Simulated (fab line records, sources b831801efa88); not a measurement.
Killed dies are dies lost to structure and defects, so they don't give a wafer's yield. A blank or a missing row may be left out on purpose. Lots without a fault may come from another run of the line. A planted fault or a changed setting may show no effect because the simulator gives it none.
One fault seen from 2 desks | flow gf180mcu | each desk has only its own numbers; what lay behind them comes last

THE TOOL OWNER'S DESK: rie_diel-02
The tool's own readings at GF_CONTACT_ETCH_17 (etches SiO2 in C4F8/O2/Ar, stops on CoSi2, target depth 860 nm): means of the sampled wafers that have a number, for each lot that ran on this tool. A lot is out of limits, marked OUT, if its mean lies more than 4 standard deviations from the usual mean; the brackets give that distance.
Columns: A = bias_w at GF_CONTACT_ETCH_17, usual 1200 W; B = chamber_pressure_mTorr at GF_CONTACT_ETCH_17, usual 40.00 mTorr; C = oes_product_au at GF_CONTACT_ETCH_17, usual 0.811 a.u.
lot  | first seen here | A    | B     | C
L856 | day 16 09:00    | 1200 | 40.01 | 0.816
L859 | day 17 09:00    | 1203 | 39.98 | 0.813
L869 | day 21 08:00    | 1204 | 40.02 | 0.807
L870 | day 21 12:00    | 1199 | 39.95 | 0.809
L872 | day 22 03:00    | 1197 | 39.99 | 0.809
L875 | day 22 21:00    | 1200 | 39.97 | 0.811
This desk's finding: nothing out of limits on any of the 6 lots.

THE METROLOGY DESK
What the gauges read, lot by lot, whatever tool the lot ran on: means of the sampled wafers that have a number. A lot is out of limits, marked OUT, if its mean lies more than 4 standard deviations from the usual mean; the brackets give that distance.
Columns: A = HV_LDD_CVD_56_THK at GF_HV_LDD_THK_MEAS_57, usual 89.6 nm; B = NSD_TW at GF_NSD_TW_MEAS_12, usual 4236
lot  | first seen here | A    | B
L856 | day 12 20:47    | 90.1 | 4274
L859 | day 13 17:51    | 89.9 | 4170
L862 | day 14 23:06    | 88.5 | 4179
L864 | day 15 15:17    | 89.2 | 4218
L865 | day 15 20:05    | 88.8 | 4172
L866 | day 16 04:32    | 90.1 | 4191
L869 | day 17 03:26    | 88.6 | 4258
L870 | day 17 07:52    | 89.8 | 4285
L872 | day 17 23:00    | 89.2 | 4262
L873 | day 18 04:48    | 90.0 | 4189
L875 | day 18 18:51    | 90.9 | 4193
L876 | day 19 03:43    | 89.5 | 4264
L877 | day 19 12:29    | 90.7 | 4261
This desk's finding: nothing out of limits on any of the 13 lots.

PUT TOGETHER
The tool owner's desk saw nothing out of limits.
The metrology desk saw nothing out of limits.

WHAT THE SIMULATOR HAD PUT IN
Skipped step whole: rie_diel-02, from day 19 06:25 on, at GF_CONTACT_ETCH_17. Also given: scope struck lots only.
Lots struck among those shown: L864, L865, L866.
